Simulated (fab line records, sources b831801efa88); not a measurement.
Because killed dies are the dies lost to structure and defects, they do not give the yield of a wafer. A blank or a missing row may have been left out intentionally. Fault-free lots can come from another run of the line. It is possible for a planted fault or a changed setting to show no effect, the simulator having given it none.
fab line records    flow gf180mcu
record: lots: 24  wafers: 72  last_day: 34
route steps=602 shown LVPWELL@64 CONTACT@314 V1@349 V3@446 MIM@506 PASSIVATION@587
lots with no fault: from the same line, run without faults
start_h: hours from the record's first day to the start of the lot's first wafer shown    wait_h: hours from the lot's prior step to this one    " identical to the entry in the row above    L1.1+2: a row that stands for several wafers    - value missing, or start not given    * or withheld: withheld    < > ~ a bound
route shown NAME@n: a module of which the file shows steps, and the number in the route of the first    usual: average and standard deviation across the fault-free wafers    same: alike in all rows    chamber/n: place in a boat    sites: per-site readings    _std_site: their standard deviation    _edge_site: inner sites' mean taken away from outer sites' mean    radius_mm: for every site, how far away it sits from the centre of the wafer    mask NAME#n: copy n    behind: the last tool/chamber to shape the wafer    hold: cause of the lot's hold/its duration in hours/its outcome    device: whichever transistor did not switch (one of n, p or np)    end of line: tests run on the same wafers once the route is complete    step lacking rows: just its recipe    killed: at the first sort, the dies lost to defects and structure; wafer yield is something else    map: shows each die of a wafer: x if killed, . if not, _ if none is there
set.NAME: setting as actually run; set.NAME@STEP: the setting as run at that earlier step    model.NAME: the simulator's own value behind a step, which no gauge read
route steps across a sampled set of lots; one table per step, one row per wafer
services: a tool's chamber out of use, with start hour (start_h, from the record's first day; less than 0 if before it), hours out, and reason
== steps ==
step: GF_LVPWELL_STRIP_10
recipe: chemistry: O2/N2  power_w: 1400  pressure_mtorr: 1500  platen_temp_c: 250  o2_flow_sccm: 3000  n2_flow_sccm: 300  overash_fraction: 0.5
usual: chamber_pressure_mTorr: 1500.1/1.3  drypump_motor_current_A: 5.4/0.59  heater_power_w: 329/33  oes_product_au: 0.722/0.0041  strip_time_to_endpoint_s: 36.94/0.096
same: overash_fraction: 0.5
lot.wafer  tool             chamber  start_h  wait_h  chamber_pressure_mTorr  drypump_motor_current_A  heater_power_w  oes_product_au  rf_hours_counter_h  strip_time_to_endpoint_s
L074.2     plasma_asher-03  0        69.88    0.1     1501.1                  5.0                      326             0.724           39                  36.96
L074.4     "                1        "        "       1499.1                  5.1                      398             0.722           -                   36.92
L074.6     "                0        "        "       1499.6                  5.0                      335             0.724           -                   37.02
L075.1     plasma_asher-04  0        76.58    0.1     1501.2                  5.0                      275             0.721           28                  37.00
L075.2     "                1        "        "       1501.0                  6.5                      348             0.722           28                  37.00
L075.3     "                1        "        "       1500.8                  6.5                      335             0.725           -                   36.94
L076.1     plasma_asher-03  0        79.88    0.1     1501.5                  5.0                      333             0.720           40                  36.96
L076.3     "                0        "        "       1499.1                  5.0                      338             0.716           -                   36.88
L076.6     "                1        "        "       1498.4                  5.1                      398             0.720           -                   36.82
L077.1     plasma_asher-02  0        84.83    0.1     1501.5                  5.7                      333             0.709           41                  36.87
L077.3     "                0        "        "       1501.1                  5.6                      342             0.719           -                   36.86
L077.4     "                1        "        "       1500.7                  5.1                      319             0.725           -                   36.85
L078.1     plasma_asher-04  0        90.38    0.1     1498.8                  5.0                      273             0.724           29                  36.88
L078.5     "                0        "        "       1499.6                  5.0                      286             0.725           -                   36.88
L078.6     "                1        "        "       1502.1                  6.5                      334             0.722           -                   36.81
L079.4     plasma_asher-04  1        96.31    0.1     1501.0                  6.5                      338             0.724           -                   36.90
L079.5     "                1        "        "       1500.1                  6.5                      333             0.717           -                   36.89
L079.6     "                0        "        "       1499.6                  5.0                      281             0.715           -                   37.01
L080.2     plasma_asher-02  0        102.08   0.1     1498.4                  5.6                      338             0.722           43                  37.07
L080.4     "                0        "        "       1501.9                  5.6                      338             0.723           -                   37.08
L080.5     "                1        "        "       1502.8                  5.1                      317             0.717           -                   36.96
L081.1     plasma_asher-02  1        108.13   0.1     1501.4                  5.2                      314             0.723           44                  37.08
L081.4     "                0        "        "       1502.5                  5.6                      338             0.732           -                   37.06
L081.6     "                0        "        "       1498.6                  5.6                      334             0.721           -                   37.03
L082.2     plasma_asher-04  1        119.63   0.1     1499.2                  6.5                      335             0.724           33                  36.98
L082.3     "                1        "        "       1498.9                  6.5                      332             0.723           -                   36.98
L082.6     "                1        "        "       1500.8                  6.5                      336             0.728           -                   37.04
L083.1     plasma_asher-04  1        126.08   0.1     1499.4                  6.5                      343             0.714           33                  36.78
L083.3     "                0        "        "       1498.5                  5.0                      280             0.722           -                   36.69
L083.4     "                1        "        "       1501.2                  6.5                      346             0.717           -                   36.78
L084.1     plasma_asher-02  1        130.03   0.1     1498.6                  5.1                      317             0.717           46                  36.87
L084.4     "                1        "        "       1503.0                  5.1                      314             0.723           -                   36.78
L084.6     "                0        "        "       1499.9                  5.6                      338             0.720           -                   36.86
L085.4     plasma_asher-03  1        135.81   0.1     1498.1                  5.1                      382             0.723           -                   37.00
L085.5     "                0        "        "       1501.2                  5.0                      332             0.722           -                   36.90
L085.6     "                1        "        "       1500.7                  5.1                      396             0.713           -                   36.97
L086.4     plasma_asher-02  1        140.16   0.1     1500.8                  5.1                      315             0.721           -                   36.91
L086.5     "                1        "        "       1497.8                  5.1                      312             0.722           -                   36.99
L086.6     "                0        "        "       1500.0                  5.6                      343             0.724           -                   36.91
L087.2     plasma_asher-04  1        144.58   0.1     1500.9                  6.5                      334             0.727           35                  36.75
L087.5     "                0        "        "       1501.1                  5.0                      275             0.723           -                   36.81
L087.6     "                1        "        "       1500.0                  6.5                      335             0.722           -                   36.88
L088.3     plasma_asher-02  1        152.11   0.1     1500.2                  5.1                      325             0.724           -                   36.85
L088.5     "                1        "        "       1500.2                  5.1                      321             0.720           -                   36.88
L088.6     "                0        "        "       1499.1                  5.6                      339             0.720           -                   36.86
L089.1     plasma_asher-04  0        154.38   0.1     1501.6                  5.0                      280             0.729           36                  36.96
L089.2     "                1        "        "       1499.4                  6.5                      330             0.717           36                  37.04
L089.3     "                0        "        "       1501.0                  5.0                      282             0.721           -                   36.97
L090.3     plasma_asher-03  1        160.51   0.1     1501.2                  5.1                      388             0.719           -                   37.00
L090.4     "                0        "        "       1498.7                  5.0                      329             0.732           -                   36.92
L090.6     "                1        "        "       1499.4                  5.1                      391             0.724           -                   37.01
L091.3     plasma_asher-02  0        165.86   0.1     1498.6                  5.7                      335             0.726           -                   36.96
L091.4     "                1        "        "       1500.7                  5.1                      314             0.720           -                   36.88
L091.5     "                0        "        "       1498.8                  5.7                      346             0.719           -                   36.90
L092.2     plasma_asher-04  1        172.38   0.1     1498.5                  6.5                      335             0.722           38                  36.98
L092.4     "                1        "        "       1496.9                  6.5                      335             0.721           -                   36.91
L092.5     "                1        "        "       1501.6                  6.5                      335             0.719           -                   36.99
L093.3     plasma_asher-03  1        178.21   0.1     1500.6                  5.1                      382             0.720           -                   36.98
L093.4     "                0        "        "       1498.5                  5.0                      334             0.727           -                   36.96
L093.6     "                1        "        "       1499.6                  5.1                      382             0.726           -                   36.92
L094.2     plasma_asher-04  1        181.78   0.1     1498.7                  6.5                      336             0.718           39                  36.98
L094.3     "                1        "        "       1501.6                  6.5                      332             0.716           -                   36.98
L094.4     "                0        "        "       1500.1                  5.0                      287             0.718           -                   37.00
L095.1     plasma_asher-03  0        187.78   0.1     1499.1                  5.0                      335             0.722           51                  36.97
L095.5     "                0        "        "       1501.8                  5.0                      344             0.719           -                   36.89
L095.6     "                1        "        "       1499.8                  5.1                      382             0.725           -                   37.00
L096.2     plasma_asher-03  0        194.13   0.1     1499.2                  4.9                      341             0.726           52                  36.85
L096.3     "                0        "        "       1502.0                  5.0                      335             0.719           -                   36.99
L096.5     "                0        "        "       1499.6                  5.0                      336             0.727           -                   37.02
L097.3     plasma_asher-04  0        199.11   0.1     1499.0                  5.0                      283             0.727           -                   37.08
L097.5     "                1        "        "       1498.7                  6.5                      343             0.718           -                   37.05
L097.6     "                0        "        "       1498.7                  5.0                      276             0.721           -                   37.00
step: GF_CONTACT_CMP_27
recipe: stop_on: SiO2  down_force_psi: 3.5  platen_rpm: 60  t_overpolish_s: 15  target_thk_nm: 0  pad_velocity_m_s: 0.94248
usual: motor_current_A: 11.4/0.9  overpolish_run_s: 15.000/0.01  time_to_endpoint_s: 77/4.1
lot.wafer  tool    chamber  start_h  wait_h  motor_current_A  overpolish_run_s  time_to_endpoint_s
L074.4     cmp-01  3        359.59   0.0     12.2             15.004            73
L074.2     "       1        "        "       11.3             15.005            73
L074.6     "       3        "        "       11.9             15.007            73
L075.2     cmp-02  0        370.52   0.1     9.9              14.995            73
L075.1     "       1        "        "       12.5             14.990            75
L075.3     "       2        "        "       10.0             14.993            83
L076.1     cmp-02  1        377.29   0.1     13.3             14.988            70
L076.3     "       2        "        "       10.1             15.001            78
L076.6     "       1        "        "       13.6             14.994            72
L077.1     cmp-02  3        383.83   0.1     11.2             14.992            73
L077.3     "       0        "        "       9.8              15.006            76
L077.4     "       2        "        "       10.4             15.003            82
L078.1     cmp-02  2        399.12   0.2     10.3             15.014            76
L078.5     "       3        "        "       11.5             15.004            66
L078.6     "       0        "        "       10.0             15.007            71
L079.4     cmp-02  1        412.08   0.2     13.4             15.015            76
L079.5     "       2        "        "       10.6             15.013            79
L079.6     "       3        "        "       11.0             14.992            73
L080.2     cmp-01  0        418.53   0.1     10.8             15.018            83
L080.4     "       1        "        "       11.2             14.997            80
L080.5     "       0        "        "       10.6             14.993            81
L081.4     cmp-01  1        428.23   0.0     11.6             14.989            76
L081.1     "       0        "        "       11.3             14.995            81
L081.6     "       1        "        "       10.4             14.996            77
L082.3     cmp-02  1        449.33   0.0     13.1             15.010            72
L082.2     "       2        "        "       10.1             15.010            77
L082.6     "       1        "        "       13.1             14.995            75
L083.3     cmp-01  0        456.47   0.0     11.4             14.997            81
L083.1     "       1        "        "       11.1             14.986            73
L083.4     "       3        "        "       12.7             14.995            78
L084.4     cmp-01  0        456.94   0.0     10.7             14.992            84
L084.1     "       3        "        "       12.1             15.007            77
L084.6     "       1        "        "       11.0             14.998            73
L086.4     cmp-02  3        473.13   0.2     11.4             14.985            68
L086.6     "       0        "        "       9.9              15.012            73
L086.5     "       1        "        "       13.5             14.993            73
L085.4     cmp-01  0        473.87   0.1     10.7             15.022            79
L085.6     "       2        "        "       11.6             15.003            79
L085.5     "       3        "        "       12.7             15.004            72
L087.2     cmp-02  1        488.83   0.1     12.8             14.991            71
L087.5     "       0        "        "       9.7              14.992            70
L087.6     "       1        "        "       12.9             14.995            74
L088.3     cmp-01  1        498.15   0.1     11.0             14.995            74
L088.6     "       3        "        "       12.6             14.998            78
L088.5     "       0        "        "       11.0             14.991            79
L089.2     cmp-01  3        499.10   0.0     12.3             15.010            77
L089.1     "       0        "        "       11.8             15.006            84
L089.3     "       2        "        "       11.1             14.999            83
L090.4     cmp-01  2        509.42   0.0     11.7             15.020            81
L090.3     "       1        "        "       10.4             15.008            77
L090.6     "       3        "        "       11.9             14.999            79
L091.3     cmp-01  1        518.80   0.1     10.7             15.000            75
L091.4     "       2        "        "       11.8             14.989            78
L091.5     "       0        "        "       11.1             15.005            78
L092.2     cmp-01  0        527.73   0.1     11.3             15.009            79
L092.4     "       1        "        "       11.1             15.007            71
L092.5     "       0        "        "       10.7             15.007            78
L094.3     cmp-01  3        536.31   0.0     12.0             15.006            77
L094.4     "       0        "        "       11.0             14.998            81
L094.2     "       1        "        "       11.7             14.995            76
L093.4     cmp-01  1        538.60   0.0     10.7             14.994            78
L093.3     "       3        "        "       12.3             14.986            78
L093.6     "       1        "        "       11.5             15.004            76
L095.1     cmp-01  0        544.56   0.3     11.2             15.004            85
L095.6     "       1        "        "       11.1             14.998            77
L095.5     "       2        "        "       11.6             14.997            80
L096.2     cmp-01  1        549.20   0.1     11.9             15.004            78
L096.3     "       3        "        "       12.3             15.008            75
L096.5     "       2        "        "       11.6             14.995            83
L097.3     cmp-01  0        557.59   0.2     10.6             15.001            81
L097.6     "       1        "        "       11.1             14.987            82
L097.5     "       2        "        "       12.1             14.979            83
step: GF_V1_CD_MEAS_14
recipe: target_cd_nm: 260
usual: cd_nm: 260.2/1.1
lot.wafer  tool       chamber  start_h  wait_h  cd_nm
L074.2     cd_sem-02  -        406.11   0.1     260.5
L074.4     "          -        "        "       261.5
L074.6     "          -        "        "       262.6
L075.1     cd_sem-01  -        418.04   0.1     260.0
L075.2     "          -        "        "       260.4
L075.3     "          -        "        "       260.4
L076.1     cd_sem-01  -        424.94   0.1     259.4
L076.3     "          -        "        "       258.7
L076.6     "          -        "        "       260.5
L077.1     cd_sem-02  -        432.59   0.1     260.5
L077.3     "          -        "        "       259.9
L077.4     "          -        "        "       260.7
L078.1     cd_sem-01  -        448.74   0.2     261.6
L078.5     "          -        "        "       261.4
L078.6     "          -        "        "       261.8
L079.4     cd_sem-02  -        461.70   0.1     259.5
L079.5     "          -        "        "       260.5
L079.6     "          -        "        "       260.3
L080.2     cd_sem-02  -        467.81   0.1     259.1
L080.4     "          -        "        "       258.6
L080.5     "          -        "        "       258.2
L081.1     cd_sem-01  -        478.24   0.1     259.7
L081.4     "          -        "        "       260.1
L081.6     "          -        "        "       259.9
L082.2     cd_sem-01  -        499.21   0.1     259.9
L082.3     "          -        "        "       261.1
L082.6     "          -        "        "       261.6
L083.1     cd_sem-01  -        505.49   0.1     258.7
L083.3     "          -        "        "       259.8
L083.4     "          -        "        "       258.5
L084.1     cd_sem-01  -        506.44   0.1     260.0
L084.4     "          -        "        "       258.4
L084.6     "          -        "        "       258.1
L086.4     cd_sem-01  -        522.05   0.1     257.4
L086.5     "          -        "        "       257.7
L086.6     "          -        "        "       259.2
L085.4     cd_sem-02  -        523.40   0.1     260.5
L085.5     "          -        "        "       259.3
L085.6     "          -        "        "       260.5
L087.2     cd_sem-01  -        538.16   0.1     261.9
L087.5     "          -        "        "       260.6
L087.6     "          -        "        "       260.2
L088.3     cd_sem-02  -        545.88   0.1     259.6
L088.5     "          -        "        "       259.8
L088.6     "          -        "        "       260.9
L089.1     cd_sem-02  -        546.49   0.1     262.7
L089.2     "          -        "        "       262.6
L089.3     "          -        "        "       262.1
L090.3     cd_sem-01  -        557.03   0.1     258.6
L090.4     "          -        "        "       258.4
L090.6     "          -        "        "       259.7
L091.3     cd_sem-02  -        566.08   0.1     261.2
L091.4     "          -        "        "       260.5
L091.5     "          -        "        "       259.9
L092.2     cd_sem-01  -        573.71   0.1     260.4
L092.4     "          -        "        "       259.7
L092.5     "          -        "        "       260.3
L094.2     cd_sem-01  -        583.11   0.1     261.0
L094.3     "          -        "        "       260.1
L094.4     "          -        "        "       259.6
L093.3     cd_sem-01  -        584.33   0.1     260.4
L093.4     "          -        "        "       261.2
L093.6     "          -        "        "       260.0
L095.1     cd_sem-01  -        591.44   0.1     260.8
L095.5     "          -        "        "       261.1
L095.6     "          -        "        "       261.1
L096.2     cd_sem-01  -        593.76   0.1     261.6
L096.3     "          -        "        "       260.3
L096.5     "          -        "        "       260.5
L097.3     cd_sem-02  -        601.73   0.1     260.6
L097.5     "          -        "        "       259.4
L097.6     "          -        "        "       258.8
step: GF_V3_ETCH_17
recipe: chemistry: C4F8/O2/Ar  mask_material: KrF  target: SiO2  stop_on: TiN  source_w: 1500  bias_w: 1200  pressure_mtorr: 40  c4f8_flow_sccm: withheld  O2_flow_sccm: 6  Ar_flow_sccm: 300  time_s: withheld  target_depth_a: 6350
usual: chamber_pressure_mTorr: 40.00/0.036  oes_product_au: 0.856/0.0041
lot.wafer  tool         chamber  start_h  wait_h  chamber_pressure_mTorr  oes_product_au
L074.2     rie_diel-04  0        -        -       40.05                   0.853
L074.4     "            3        "        "       40.04                   0.853
L074.6     "            2        "        "       39.97                   0.856
L075.1     rie_diel-04  0        -        -       40.01                   0.858
L075.2     "            3        "        "       39.99                   0.855
L075.3     "            2        "        "       39.97                   0.866
L076.1     rie_diel-02  0        -        -       40.06                   0.858
L076.3     "            2        "        "       39.96                   0.860
L076.6     "            1        "        "       39.99                   0.865
L077.1     rie_diel-01  0        -        -       40.00                   0.847
L077.3     "            2        "        "       40.01                   0.856
L077.4     "            3        "        "       40.03                   0.856
L078.1     rie_diel-01  0        -        -       40.06                   0.860
L078.5     "            2        "        "       39.98                   0.855
L078.6     "            1        "        "       39.97                   0.854
L079.4     rie_diel-01  2        -        -       40.04                   0.861
L079.5     "            2        "        "       40.00                   0.854
L079.6     "            1        "        "       39.99                   0.853
L080.2     rie_diel-02  0        -        -       39.99                   0.854
L080.4     "            0        "        "       40.01                   0.850
L080.5     "            2        "        "       39.98                   0.855
L081.1     rie_diel-04  3        -        -       40.05                   0.851
L081.4     "            2        "        "       40.05                   0.861
L081.6     "            3        "        "       40.03                   0.861
L082.2     rie_diel-02  3        -        -       39.95                   0.849
L082.3     "            0        "        "       40.04                   0.859
L082.6     "            2        "        "       40.02                   0.855
L083.1     rie_diel-04  3        -        -       40.02                   0.857
L083.3     "            2        "        "       40.02                   0.862
L083.4     "            0        "        "       39.92                   0.857
L084.1     rie_diel-02  2        -        -       39.97                   0.854
L084.4     "            0        "        "       39.99                   0.859
L084.6     "            3        "        "       40.01                   0.856
L085.4     rie_diel-04  1        -        -       40.01                   0.857
L085.5     "            0        "        "       39.95                   0.857
L085.6     "            3        "        "       39.96                   0.853
L086.4     rie_diel-01  3        -        -       40.05                   0.863
L086.5     "            0        "        "       40.03                   0.862
L086.6     "            1        "        "       39.98                   0.849
L087.2     rie_diel-04  2        -        -       40.06                   0.857
L087.5     "            1        "        "       40.03                   0.860
L087.6     "            2        "        "       40.00                   0.849
L088.3     rie_diel-01  3        -        -       39.98                   0.850
L088.5     "            3        "        "       40.02                   0.857
L088.6     "            2        "        "       40.02                   0.855
L089.1     rie_diel-01  0        -        -       40.02                   0.862
L089.2     "            1        "        "       40.01                   0.852
L089.3     "            2        "        "       39.95                   0.857
L090.3     rie_diel-01  3        -        -       40.03                   0.861
L090.4     "            0        "        "       39.98                   0.856
L090.6     "            2        "        "       40.02                   0.862
L091.3     rie_diel-01  0        -        -       39.97                   0.862
L091.4     "            3        "        "       39.97                   0.856
L091.5     "            2        "        "       40.01                   0.859
L092.2     rie_diel-02  2        -        -       39.91                   0.859
L092.4     "            3        "        "       40.00                   0.854
L092.5     "            2        "        "       40.03                   0.859
L094.2     rie_diel-02  1        -        -       40.02                   0.859
L094.3     "            2        "        "       40.05                   0.852
L094.4     "            0        "        "       40.00                   0.857
L093.3     rie_diel-04  2        -        -       40.02                   0.858
L093.4     "            1        "        "       40.01                   0.862
L093.6     "            2        "        "       40.00                   0.848
L095.1     rie_diel-02  0        -        -       39.97                   0.856
L095.5     "            3        "        "       40.07                   0.857
L095.6     "            2        "        "       39.99                   0.858
L096.2     rie_diel-04  0        -        -       39.99                   0.853
L096.3     "            2        "        "       39.97                   0.858
L096.5     "            1        "        "       39.94                   0.853
L097.3     rie_diel-01  2        -        -       40.01                   0.855
L097.5     "            2        "        "       39.99                   0.853
L097.6     "            3        "        "       40.01                   0.862
step: GF_MIM_SPUTTER_03
recipe: material: Ti  target_thk_nm: 10  substrate_temp_c: 300  chamber_pressure_pa: 0.3  power_w: 3000  time_s: 6.7
usual: throttle_valve_pct: 30.0/0.87
lot.wafer  tool            chamber  start_h  wait_h  throttle_valve_pct
L074.2     pvd_sputter-04  -        562.56   0.0     28.8
L074.4     "               -        "        "       28.7
L074.6     "               -        "        "       28.8
L075.1     pvd_sputter-03  -        569.24   0.0     28.0
L075.2     "               -        "        "       31.1
L075.3     "               -        "        "       30.0
L076.1     pvd_sputter-04  -        576.50   0.0     30.1
L076.3     "               -        "        "       29.2
L076.6     "               -        "        "       30.3
L077.1     pvd_sputter-02  -        581.31   0.0     29.7
L077.3     "               -        "        "       31.0
L077.4     "               -        "        "       30.5
L078.1     pvd_sputter-02  -        597.50   0.0     31.1
L078.5     "               -        "        "       29.6
L078.6     "               -        "        "       29.7
L079.4     pvd_sputter-02  -        606.65   0.0     29.4
L079.5     "               -        "        "       30.8
L079.6     "               -        "        "       29.9
L080.2     pvd_sputter-02  -        614.62   0.0     29.9
L080.4     "               -        "        "       29.2
L080.5     "               -        "        "       29.5
L081.1     pvd_sputter-02  -        622.50   0.0     31.0
L081.4     "               -        "        "       29.8
L081.6     "               -        "        "       29.8
L082.2     pvd_sputter-02  -        641.10   0.0     29.5
L082.3     "               -        "        "       30.5
L082.6     "               -        "        "       29.4
L083.1     pvd_sputter-03  -        644.52   0.0     29.8
L083.3     "               -        "        "       31.4
L083.4     "               -        "        "       28.0
L084.1     pvd_sputter-04  -        645.23   0.0     30.3
L084.4     "               -        "        "       28.9
L084.6     "               -        "        "       30.7
L085.4     pvd_sputter-02  -        661.06   0.0     31.4
L085.5     "               -        "        "       31.2
L085.6     "               -        "        "       29.5
L086.4     pvd_sputter-03  -        662.76   0.0     30.0
L086.5     "               -        "        "       31.3
L086.6     "               -        "        "       30.2
L087.2     pvd_sputter-02  -        672.72   0.0     29.7
L087.5     "               -        "        "       29.5
L087.6     "               -        "        "       29.7
L088.3     pvd_sputter-03  -        678.59   0.0     28.0
L088.5     "               -        "        "       29.6
L088.6     "               -        "        "       30.0
L089.1     pvd_sputter-02  -        679.92   0.0     29.8
L089.2     "               -        "        "       31.4
L089.3     "               -        "        "       29.4
L090.3     pvd_sputter-03  -        690.39   0.0     28.1
L090.4     "               -        "        "       30.3
L090.6     "               -        "        "       29.6
L091.3     pvd_sputter-02  -        696.51   0.0     30.5
L091.4     "               -        "        "       31.4
L091.5     "               -        "        "       29.9
L092.2     pvd_sputter-04  -        704.11   0.0     30.7
L092.4     "               -        "        "       28.7
L092.5     "               -        "        "       30.1
L094.2     pvd_sputter-02  -        710.54   0.0     30.0
L094.3     "               -        "        "       29.4
L094.4     "               -        "        "       30.6
L093.3     pvd_sputter-02  -        711.92   0.0     29.7
L093.4     "               -        "        "       31.3
L093.6     "               -        "        "       29.4
L095.1     pvd_sputter-03  -        719.11   0.0     28.2
L095.5     "               -        "        "       31.4
L095.6     "               -        "        "       30.0
L096.2     pvd_sputter-04  -        721.61   0.0     28.6
L096.3     "               -        "        "       28.7
L096.5     "               -        "        "       28.9
L097.3     pvd_sputter-03  -        728.20   0.0     31.3
L097.5     "               -        "        "       31.3
L097.6     "               -        "        "       28.2
step: GF_PASSIVATION_CVD_00
recipe: material: SiO2  target_thk_nm: 1000  precursor: TEOS  temp_c: 400  time_s: 111.95  rf_w: 600
usual: heater_power_w: 720/98
lot.wafer  tool      chamber  start_h  wait_h  heater_power_w
L074.2     pecvd-01  1        649.06   0.0     580
L074.4     "         0        "        "       741
L074.6     "         2        "        "       654
L075.1     pecvd-01  1        653.99   0.0     646
L075.2     "         0        "        "       827
L075.3     "         2        "        "       698
L076.1     pecvd-02  0        663.67   0.0     707
L076.3     "         2        "        "       781
L076.6     "         0        "        "       630
L077.1     pecvd-03  2        666.80   0.0     723
L077.3     "         2        "        "       611
L077.4     "         1        "        "       506
L078.1     pecvd-03  2        681.82   0.0     684
L078.5     "         1        "        "       506
L078.6     "         2        "        "       606
L079.4     pecvd-01  2        690.70   0.0     646
L079.5     "         0        "        "       836
L079.6     "         1        "        "       582
L080.2     pecvd-02  0        696.95   0.0     705
L080.4     "         0        "        "       750
L080.5     "         1        "        "       887
L081.1     pecvd-01  2        704.37   0.0     672
L081.4     "         1        "        "       578
L081.6     "         0        "        "       904
L082.2     pecvd-03  2        720.90   0.0     658
L082.3     "         1        "        "       550
L082.6     "         2        "        "       711
L083.1     pecvd-01  1        723.88   0.0     651
L083.3     "         2        "        "       800
L083.4     "         0        "        "       866
L084.1     pecvd-02  1        724.29   0.0     887
L084.4     "         0        "        "       721
L084.6     "         1        "        "       922
L085.4     pecvd-02  1        738.31   0.0     711
L085.5     "         0        "        "       633
L085.6     "         2        "        "       851
L086.4     pecvd-01  0        740.84   0.0     839
L086.5     "         2        "        "       647
L086.6     "         1        "        "       640
L087.2     pecvd-01  1        749.55   0.0     651
L087.5     "         0        "        "       880
L087.6     "         1        "        "       682
L088.3     pecvd-01  2        753.45   0.0     758
L088.5     "         2        "        "       656
L088.6     "         1        "        "       678
L089.1     pecvd-02  1        753.60   0.0     925
L089.2     "         0        "        "       759
L089.3     "         2        "        "       802
L090.3     pecvd-01  2        766.75   0.0     781
L090.4     "         2        "        "       631
L090.6     "         1        "        "       677
L091.3     pecvd-03  1        769.84   0.0     613
L091.4     "         2        "        "       610
L091.5     "         1        "        "       654
L092.2     pecvd-03  2        777.29   0.0     699
L092.4     "         0        "        "       652
L092.5     "         2        "        "       755
L094.2     pecvd-01  1        782.40   0.0     701
L094.3     "         2        "        "       756
L094.4     "         0        "        "       738
L093.3     pecvd-02  0        783.45   0.0     740
L093.4     "         2        "        "       788
L093.6     "         1        "        "       721
L095.1     pecvd-03  0        789.54   0.0     597
L095.5     "         1        "        "       515
L095.6     "         2        "        "       764
L096.2     pecvd-02  1        791.70   0.0     906
L096.3     "         0        "        "       792
L096.5     "         0        "        "       642
L097.3     pecvd-01  1        798.21   0.0     732
L097.5     "         0        "        "       860
L097.6     "         2        "        "       648
== services ==
tool            chamber  start_h  hours  kind
cmp-01          -        55.95    1.9    repair
cmp-01          -        95.85    2.6    repair
pvd_sputter-02  -        156.92   2.9    repair
cmp-01          -        157.46   0.9    repair
pvd_sputter-02  -        216.59   17.7   repair
cmp-01          -        232.03   4.0    pm
cmp-01          -        262.44   6.0    pm
cmp-01          -        287.28   8.1    pm
cmp-01          -        364.35   0.3    repair
pvd_sputter-02  -        429.72   1.2    repair
cmp-01          -        436.89   4.3    repair
pvd_sputter-02  -        522.77   19.7   repair
cmp-01          -        572.03   4.0    pm
cmp-01          -        607.60   0.7    repair
cmp-01          -        656.28   4.9    pm
pvd_sputter-02  -        658.98   0.5    repair
cmp-01          -        666.06   0.6    repair
cmp-01          -        668.23   1.3    repair
cmp-01          -        675.33   1.3    repair
cmp-01          -        684.73   0.2    repair
cmp-01          -        717.88   1.8    repair
pvd_sputter-02  -        734.33   1.0    repair
pvd_sputter-02  -        779.01   3.3    repair
cmp-01          -        792.29   2.0    repair
== key ==
fault none
